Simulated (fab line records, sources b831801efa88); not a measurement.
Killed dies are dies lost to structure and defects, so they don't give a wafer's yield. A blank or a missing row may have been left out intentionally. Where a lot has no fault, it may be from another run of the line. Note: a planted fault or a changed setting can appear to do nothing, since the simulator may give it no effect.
Chamber matching || flow sky130 || SKY_LI_CONTACT_CMP_24 on cmp-01: 4 sister chambers
The step polishes, stops on PSG, t overpolish 20 s, target thk 0 nm. 14 wafers are shown with their chamber, then 7 later ones without.

WAFERS PAIRED WITH THEIR CHAMBERS
{"wafer": "L455.1", "chamber": 2, "motor-current-A (A)": 10.2, "time-to-endpoint-s (s)": 94, "overpolish-run-s (s)": 20.002}
{"wafer": "L455.3", "chamber": 0, "motor-current-A (A)": 9.9, "time-to-endpoint-s (s)": 100, "overpolish-run-s (s)": 19.988}
{"wafer": "L455.6", "chamber": 1, "motor-current-A (A)": 10.7, "time-to-endpoint-s (s)": 97, "overpolish-run-s (s)": 20.005}
{"wafer": "L459.1", "chamber": 1, "motor-current-A (A)": 10.8, "time-to-endpoint-s (s)": 103, "overpolish-run-s (s)": 20.014}
{"wafer": "L459.4", "chamber": 2, "motor-current-A (A)": 10.7, "time-to-endpoint-s (s)": 94, "overpolish-run-s (s)": 20.015}
{"wafer": "L459.6", "chamber": 3, "motor-current-A (A)": 11.4, "time-to-endpoint-s (s)": 94, "overpolish-run-s (s)": 19.992}
{"wafer": "L460.1", "chamber": 2, "motor-current-A (A)": 10.5, "time-to-endpoint-s (s)": 94, "overpolish-run-s (s)": 20.009}
{"wafer": "L460.3", "chamber": 0, "motor-current-A (A)": 9.9, "time-to-endpoint-s (s)": 97, "overpolish-run-s (s)": 19.983}
{"wafer": "L460.5", "chamber": 0, "motor-current-A (A)": 9.5, "time-to-endpoint-s (s)": 98, "overpolish-run-s (s)": 20.003}
{"wafer": "L461.1", "chamber": 0, "motor-current-A (A)": 10.1, "time-to-endpoint-s (s)": 97, "overpolish-run-s (s)": 20.020}
{"wafer": "L461.4", "chamber": 1, "motor-current-A (A)": 10.8, "time-to-endpoint-s (s)": 93, "overpolish-run-s (s)": 19.994}
{"wafer": "L461.5", "chamber": 0, "motor-current-A (A)": 10.2, "time-to-endpoint-s (s)": 95, "overpolish-run-s (s)": 19.995}
{"wafer": "L470.2", "chamber": 3, "motor-current-A (A)": 11.0, "time-to-endpoint-s (s)": 94, "overpolish-run-s (s)": 20.014}
{"wafer": "L470.3", "chamber": 1, "motor-current-A (A)": 10.2, "time-to-endpoint-s (s)": 101, "overpolish-run-s (s)": 20.008}

SIGNATURES, as means of the wafers listed above
{"reading": "motor-current-A", "chamber 0": 9.920, "chamber 1": 10.625, "chamber 2": 10.467, "chamber 3": 11.200, "scatter within a chamber": 0.272}
{"reading": "time-to-endpoint-s", "chamber 0": 97.40, "chamber 1": 98.50, "chamber 2": 94.00, "chamber 3": 94.00, "scatter within a chamber": 2.69}
{"reading": "overpolish-run-s", "chamber 0": 19.99780, "chamber 1": 20.00525, "chamber 2": 20.00867, "chamber 3": 20.00300, "scatter within a chamber": 0.0117}
Rule: distance of a wafer from a chamber = root of the sum over the readings of ((wafer's reading minus chamber's mean) / reading's scatter) squared. If the next closest chamber is less than 2 further off than the closest, the wafer can't be placed; otherwise it belongs to the closest. The scatter is the square root of a quotient: the sum, over the shown wafers, of each reading's squared deviation from its chamber's mean, divided by wafers minus chambers.

WAFERS WHOSE CHAMBER IS MISSING
{"wafer": "L470.5", "motor-current-A (A)": 10.1, "time-to-endpoint-s (s)": 101, "overpolish-run-s (s)": 20.002}
{"wafer": "L471.1", "motor-current-A (A)": 10.6, "time-to-endpoint-s (s)": 104, "overpolish-run-s (s)": 19.989}
{"wafer": "L471.4", "motor-current-A (A)": 9.8, "time-to-endpoint-s (s)": 100, "overpolish-run-s (s)": 19.986}
{"wafer": "L471.5", "motor-current-A (A)": 9.9, "time-to-endpoint-s (s)": 97, "overpolish-run-s (s)": 19.993}
{"wafer": "L473.1", "motor-current-A (A)": 10.5, "time-to-endpoint-s (s)": 102, "overpolish-run-s (s)": 19.989}
{"wafer": "L473.2", "motor-current-A (A)": 9.4, "time-to-endpoint-s (s)": 99, "overpolish-run-s (s)": 19.998}
{"wafer": "L473.4", "motor-current-A (A)": 10.6, "time-to-endpoint-s (s)": 98, "overpolish-run-s (s)": 20.002}

WHICH CHAMBER EACH ONE RAN IN
{"wafer": "L470.5", "from the rows above": "can't be placed: 0 or 1 or 2", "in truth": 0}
{"wafer": "L471.1", "from the rows above": "can't be placed: 1 or 0 or 2", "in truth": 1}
{"wafer": "L471.4", "from the rows above": 0, "in truth": 0}
{"wafer": "L471.5", "from the rows above": 0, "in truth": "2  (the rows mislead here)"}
{"wafer": "L473.1", "from the rows above": "can't be placed: 1 or 0 or 2", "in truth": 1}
{"wafer": "L473.2", "from the rows above": 0, "in truth": 0}
{"wafer": "L473.4", "from the rows above": "can't be placed: 1 or 2", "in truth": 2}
Correctly placed: 2 of 7. Can't be placed from these rows: 4 (the true chamber is among the candidates in 4). Wrongly placed: 1.
